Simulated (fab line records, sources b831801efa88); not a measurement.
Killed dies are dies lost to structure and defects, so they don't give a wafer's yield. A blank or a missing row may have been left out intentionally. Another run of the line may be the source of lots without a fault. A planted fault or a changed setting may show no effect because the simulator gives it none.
Problem report in the 8D (eight disciplines) form, filled by code	flow sky130	the parts of the form that need people (team, actions taken, sign-off) are left out

## 1. THE ISSUE
At SKY_PAD_OPEN_PROBE_99, killed_at_M4_up averages 406.8 over 6 wafers from 2 lots, while fault-free wafers read 2.9, standard deviation 1.7. That is +99 or more standard deviations from the usual mean.
Seen first at day 47 04:02 on prober-01, wafer L546.2. The record has a number at this step for 14 wafers belonging to 5 lots. Rule for "out", or "out of limits": more than 4 standard deviations from the usual mean. The rest of the wafers with a number are treated as sound.

## 2. WHAT IT IS AND WHAT IT IS NOT
question	is	is not
which readings at this step	killed_at_M4_up, defectLimitedYield, killedDies, killedOnRim	killedAtContacts, killedAtOther, killedOpen
which lots	L546, L547	L542, L554, L556
which wafers of those lots	all that have a number	-
read on which tools	prober-01, prober-02	-
when	from day 47 04:02	up to then (3 sound wafers); but 5 sound wafers of L554, L556 came after

## 3. THE SUSPECTS, EACH WITH WHAT RULES IT OUT
Counting: a tool at a process step up to the reading stays a suspect if it ran every lot that is out and no sound lot after the first of them.
- pecvd-04 at SKY_CAP2M_CVD_00 (deposits SiO2, target thk 15.5 nm): kept. It ran every lot that is out, first L546 (day 41 06:05), and no sound lot after that.
- rieMetal-02 at SKY_METAL4_METAL_ETCH_18 (etches the open film in Cl2/BCl3, stops on SiO2, target depth 845 nm, time 183.1 s): ruled out as a lasting fault. Following L546 (day 43 07:02), the first lot on it that is out, the sound lots L554 were run on it.
- cmp-02 at SKY_VIA4_CMP_21 (polishes, stops on SiO2, t overpolish 25 s, target thk 0 nm): ruled out as a lasting fault. Following L546 (day 44 08:19), the first lot on it that is out, the sound lots L554, L556 were run on it.
Remaining after the count: pecvd-04 at SKY_CAP2M_CVD_00.

## 4. THE CAUSE (what the simulator had put in)
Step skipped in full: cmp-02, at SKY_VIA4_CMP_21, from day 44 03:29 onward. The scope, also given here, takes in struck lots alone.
Counting ruled it out, wrongly: the rule takes a fault to strike every lot that its tool runs from its start on, and this one did not.

## 5. SEQUENCE OF EFFECTS, ordered by route
Each row: a reading whose mean over the struck wafers that have a number lies more than 3 standard deviations from the usual. Readings are gone through only where the record gives a usual standard deviation; hours: the median, over the lots, of the time from a lot's start at the first step in this table giving one to that lot's start at this step; sigmas: the change measured in usual standard deviations.
hours	step	reading	usual	on struck wafers	change	sigmas
0	SKY_PAD_OPEN_PROBE_99	defectLimitedYield	82.4 %	0.0	-82.4	-43
0	SKY_PAD_OPEN_PROBE_99	killed_at_M4_up	2.9	406.8	+403.9	+99 or more
0	SKY_PAD_OPEN_PROBE_99	killedDies	87	492	+405	+42
0	SKY_PAD_OPEN_PROBE_99	killedOnRim	17	96	+79	+21
The process steps in it:
- SKY_PAD_OPEN_PROBE_99
Readings that are blank on the struck wafers while sound wafers have them: edgeZonePressureFrac at SKY_VIA4_CMP_21; headPressurePsi at SKY_VIA4_CMP_21; motorCurrentA at SKY_VIA4_CMP_21; overpolishRunS at SKY_VIA4_CMP_21; timeToEndpointS at SKY_VIA4_CMP_21.

## 6. HOW IT WOULD HAVE BEEN CAUGHT EARLIER
First out-of-limits reading in this record: day 47 04:02, which is 73 hours after fault onset at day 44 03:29.
At SKY_VIA4_CMP_21 the tool's readings are blank on the struck wafers, where sound wafers have them: an empty tool record is the first sign, and it was there at once.
